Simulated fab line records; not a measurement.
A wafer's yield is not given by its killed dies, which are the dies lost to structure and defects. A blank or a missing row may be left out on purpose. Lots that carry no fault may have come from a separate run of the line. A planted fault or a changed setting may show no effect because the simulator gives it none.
Matching of chambers | flow sky130 | cmp-02 running SKY_LI_CONTACT_CMP_02: 4 sister chambers
The step polishes PSG. 36 wafers are shown with their chamber, then 12 later ones without.

## WAFERS WITH THEIR CHAMBER
wafer  | chamber | motor-current-A (A) | time-to-endpoint-s (s)
L074.1 | 0       | 13.4                | 33.2
L074.4 | 2       | 10.9                | 30.8
L074.6 | 1       | 12.7                | 32.7
L075.2 | 2       | 11.5                | 31.5
L075.3 | 1       | 13.5                | 35.2
L075.6 | 2       | 11.4                | 32.2
L076.1 | 3       | 12.8                | 34.5
L076.3 | 0       | 13.0                | 35.7
L076.6 | 2       | 10.8                | 32.0
L080.2 | 1       | 12.1                | 29.8
L080.3 | 0       | 13.0                | 36.3
L080.4 | 3       | 12.1                | 31.2
L082.1 | 0       | 13.9                | 31.9
L082.2 | 1       | 13.2                | 32.8
L082.4 | 3       | 12.1                | 33.4
L081.4 | 1       | 14.1                | 30.4
L081.5 | 2       | 11.2                | 29.2
L081.6 | 1       | 13.5                | 33.3
L083.2 | 1       | 13.6                | 34.3
L083.5 | 0       | 12.7                | 35.2
L083.6 | 3       | 11.9                | 29.4
L084.3 | 3       | 11.9                | 28.2
L084.4 | 2       | 11.7                | 28.8
L084.5 | 2       | 11.5                | 31.2
L085.1 | 1       | 12.6                | 29.6
L085.3 | 3       | 11.5                | 30.5
L085.4 | 0       | 12.8                | 31.8
L086.1 | 3       | 12.3                | 34.4
L086.2 | 0       | 13.4                | 35.2
L086.3 | 2       | 11.2                | 33.3
L086.4 | 1       | 12.9                | 32.0
L086.5 | 0       | 13.2                | 35.5
L086.6 | 3       | 12.0                | 34.3
L088.1 | 1       | 12.2                | 35.1
L088.2 | 0       | 13.4                | 37.1
L088.3 | 2       | 11.5                | 32.6

SIGNATURES, as means of the wafers listed above
reading            | chamber 0 | chamber 1 | chamber 2 | chamber 3 | scatter within a chamber
motor-current-A    | 13.200    | 13.040    | 11.300    | 12.075    | 0.454
time-to-endpoint-s | 34.656    | 32.520    | 31.289    | 31.987    | 2.01
Rule: a wafer lies at a distance from a chamber equal to the root of the sum of squares, over the readings, of (its reading less the chamber's mean, divided by the reading's scatter). If the next closest chamber is less than 2 further off than the closest, the wafer can't be placed; otherwise it belongs to the closest. How the scatter is found: for the shown wafers, subtract from each reading the mean of its chamber, square and add these, divide the total by (wafers less chambers), then take the root.

## WAFERS WITHOUT THEIR CHAMBER
wafer  | motor-current-A (A) | time-to-endpoint-s (s)
L090.1 | 11.7                | 30.3
L090.3 | 13.0                | 35.2
L090.5 | 12.5                | 31.6
L092.1 | 13.4                | 41.0
L092.2 | 12.3                | 35.7
L092.5 | 13.1                | 41.2
L092.3 | 13.1                | 35.2
L092.4 | 11.3                | 34.9
L092.6 | 11.8                | 34.6
L094.1 | 11.7                | 33.9
L094.2 | 11.7                | 31.2
L094.4 | 13.2                | 33.0

## CHAMBER TAKEN BY EACH
wafer  | from the rows above               | in truth
L090.1 | can't be placed: 2 or 3           | 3
L090.3 | can't be placed: 0 or 1           | 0
L090.5 | can't be placed: 3 or 1 or 0 or 2 | 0
L092.1 | can't be placed: 0 or 1           | 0
L092.2 | can't be placed: 3 or 0 or 1 or 2 | 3
L092.5 | can't be placed: 0 or 1 or 3      | 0
L092.3 | can't be placed: 0 or 1           | 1
L092.4 | can't be placed: 2 or 3           | 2
L092.6 | can't be placed: 3 or 2 or 1 or 0 | 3
L094.1 | can't be placed: 3 or 2 or 1      | 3
L094.2 | can't be placed: 2 or 3           | 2
L094.4 | can't be placed: 1 or 0           | 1
0 of 12 placed correctly. Can't be placed from these rows: 12 (the true chamber is among the candidates in 12). Wrongly placed: 0.
